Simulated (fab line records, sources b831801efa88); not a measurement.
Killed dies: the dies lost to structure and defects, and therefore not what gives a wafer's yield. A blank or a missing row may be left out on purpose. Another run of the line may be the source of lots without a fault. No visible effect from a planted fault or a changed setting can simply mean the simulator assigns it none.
Struck lot and sound lot, side by side -- flow sky130 -- 25 out of 708 route steps
Sound: wafers L279.1, L279.3, L279.4. Wafers L291.2, L291.5, L291.6 were the ones struck. The cause is given at the end.
Order at every step that has rows: each side's tool, ch and its chambers, its first start. Under that, the readings that differ: sound wafers -- struck wafers -- difference of the means -- sigmas: that difference in standard deviations of wafers without a fault.
alike: same words and numbers on both sides, and readings whose means sit less than 2 such deviations apart. not compared: any withheld reading, any reading some wafer has no value for, any bound like >300 that may hide the same value, and any number with overlapping values for which the record gives no deviation.
The two part at a step that has a row with sigmas, a row that says differs or no value, or rows on one side only. Non-overlapping numbers with no deviation appear without sigmas and do not part them. A reading that every wafer of one side lacks parts them only if that side has two wafers or more.

first, 7 steps without rows for these wafers: SKY_FIELD_ISO_HMDS_06 (prime time 60 s); SKY_FIELD_ISO_COAT_07 (resist thk 60 nm); SKY_FIELD_ISO_COAT_08 (resist thk 450 nm); SKY_FIELD_ISO_SOFTBAKE_09 (time 90 s); SKY_FIELD_ISO_EXPOSE_10 (exposes mask FOM, target cd 150 nm); SKY_FIELD_ISO_PEB_11; SKY_FIELD_ISO_DEVELOP_12 (develop time 60 s).
SKY_FIELD_ISO_CD_MEAS_13: target cd 150 nm.
  sound on cd_sem-02 at day 3 11:32; struck on cd_sem-02 at day 6 01:39
  alike: cd_nm
SKY_FIELD_ISO_ETCH_14: etches BARC in N2/H2, stops on SiO2, time 45.9 s, target depth 60 nm.
  sound on rie_diel-03 ch 0,1,3, day 3 11:40; struck on rie_diel-03 ch 0,1,3, day 6 01:45
  alike: drypump_motor_current_A, oes_product_au, run_length_s, throttle_valve_pct
  not compared: rf_hours_counter_h
SKY_FIELD_ISO_ETCH_15: etches the open film in CHF3/O2, stops on Si, target depth 180 nm, time 72 s.
  sound on rie_diel-03 ch 0,1,3, day 3 11:42; struck on rie_diel-03 ch 0,1,3, day 6 01:47
  alike: drypump_motor_current_A, oes_product_au, run_length_s, throttle_valve_pct
  not compared: rf_hours_counter_h
SKY_FIELD_ISO_STRIP_16: strips in O2/N2.
  sound on plasma_asher-03 ch 0,1, day 3 11:46; struck on plasma_asher-03 ch 0,1, day 6 01:51
  alike: drypump_motor_current_A, oes_product_au, strip_time_to_endpoint_s
  not compared: rf_hours_counter_h
SKY_FIELD_ISO_ETCH_17: etches Si in HBr/Cl2/O2, target depth 342 nm, time 97.7 s.
  sound on rie_si-02 ch 1,2,3, day 3 11:52; struck on rie_si-02 ch 0,1, day 6 01:57
  alike: drypump_motor_current_A, oes_product_au, run_length_s, throttle_valve_pct
  not compared: rf_hours_counter_h
SKY_FIELD_ISO_WET_ETCH_18: etches Si3N4 in H3PO4, target depth 25 nm, time 286 s.
  sound on wet_bench-03 ch 2, day 3 11:56; struck on wet_bench-01 ch 3, day 6 02:01
reading,sound,struck,difference,sigmas
run_length_s (s),313 313 313,668 668 668,+355,+99 or more
model.Si3N4_of_FIELD_ISO_CVD_03.thk_nm (nm),123.9 125.8 123.4,93 92.82 92.08,-32,
then, 4 steps without rows for these wafers: SKY_FIELD_ISO_CLEAN_19 (cleans in SC1/SC2, time 150 s); SKY_FIELD_ISO_CLEAN_20 (cleans in dHF, time 20 s); SKY_FIELD_ISO_WET_ETCH_21 (etches SiO2 in dHF, target depth 20 nm, time 400 s); SKY_FIELD_ISO_OXIDATION_22 (stabilise 600 s, purge 300 s, target thk 10 nm).
SKY_FIELD_ISO_THK_MEAS_23:
  sound on film_metro-04 at day 3 13:39; struck on film_metro-04 at day 6 03:28
  alike: FIELD_ISO_OXIDATION_01_THK
then, 1 step without rows for these wafers: SKY_FIELD_ISO_CVD_24 (deposits SiO2, target thk 595 nm, time 99.2 s).
SKY_FIELD_ISO_THK_MEAS_25:
  sound on film_metro-01 at day 3 13:47; struck on film_metro-03 at day 6 03:36
  alike: FIELD_ISO_CVD_24_THK
then, 1 step without rows for these wafers: SKY_FIELD_ISO_ANNEAL_26 (time 1800 s).
SKY_FIELD_ISO_CMP_27: polishes, stops on Si3N4, t overpolish 16 s, target thk 457.8 nm.
  sound on cmp-02 ch 0,1,2, day 3 15:20; struck on cmp-02 ch 0,1, day 6 05:12
  alike: motor_current_A
SKY_FIELD_ISO_WET_ETCH_28: etches SiO2 in dHF, target depth 23.7 nm, time 47 s.
  sound on wet_bench-01 ch 1, day 3 15:38; struck on wet_bench-02 ch 2, day 6 05:27
reading,sound,struck,difference,sigmas
model.Si3N4_of_FIELD_ISO_CVD_03.thk_nm (nm),118 119.9 117.5,87.04 86.87 86.12,-31.79,
  alike: run_length_s
then, 1 step without rows for these wafers: SKY_FIELD_ISO_WET_ETCH_29 (etches Si3N4 in H3PO4, target depth 160 nm, time 1825 s).
-- here the record skips 44 days between the struck wafers' starts before and after, leaving off in module FIELD_ISO and picking up in module PAD_OPEN (first step shown: number 708 of the route) --
SKY_PAD_OPEN_PROBE_99:
  sound on prober-01 at day 47 03:22; struck on prober-01 at day 49 21:52
reading,sound,struck,difference,sigmas
model.etest.res_p_drift_20v.line_ohm_um,1.037e+04 1.008e+04 1.091e+04,9202 9355 9270,-1178,
model.etest.res_p_drift_20v.rs_ohm_sq,8820 8586 9126,7735 7884 7791,-1041,
model.etest.pfet_16v.r_on_ohm_um,1.566e+04 1.533e+04 1.595e+04,1.396e+04 1.411e+04 1.404e+04,-1.610e+03,
model.etest.res_iso_pwell.rs_ohm_sq,3496 3373 3728,2286 2330 2330,-1217,
model.etest.res_iso_pwell.line_ohm_um,1334 1250 1421,861.5 872.5 870.7,-466.8,
model.etest.res_nwell.line_ohm_um,1128 1118 1162,987.7 983.8 977.5,-153.0,
model.etest.res_nwell.rs_ohm_sq,949.5 934.9 977.5,799.2 802.6 802.1,-152.7,
model.etest.cap_poly_to_well.c_af_um2,92.39 93.98 88.01,103.4 102.9 101.9,+11.3,
  alike: killed_at_M0_to_M3, killed_at_M4_up, killed_at_contacts, killed_at_front_end, killed_at_other, killed_dies, killed_open, killed_short

WHERE THEY PART
SKY_FIELD_ISO_WET_ETCH_18 only, going by this record. Later steps at which nothing parts them and some readings are alike: SKY_FIELD_ISO_THK_MEAS_23, SKY_FIELD_ISO_THK_MEAS_25, SKY_FIELD_ISO_CMP_27, SKY_FIELD_ISO_WET_ETCH_28, SKY_PAD_OPEN_PROBE_99.

WHY: what the simulator had put in
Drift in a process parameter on wet_bench-01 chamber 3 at SKY_FIELD_ISO_WET_ETCH_18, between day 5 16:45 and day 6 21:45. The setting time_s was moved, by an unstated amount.
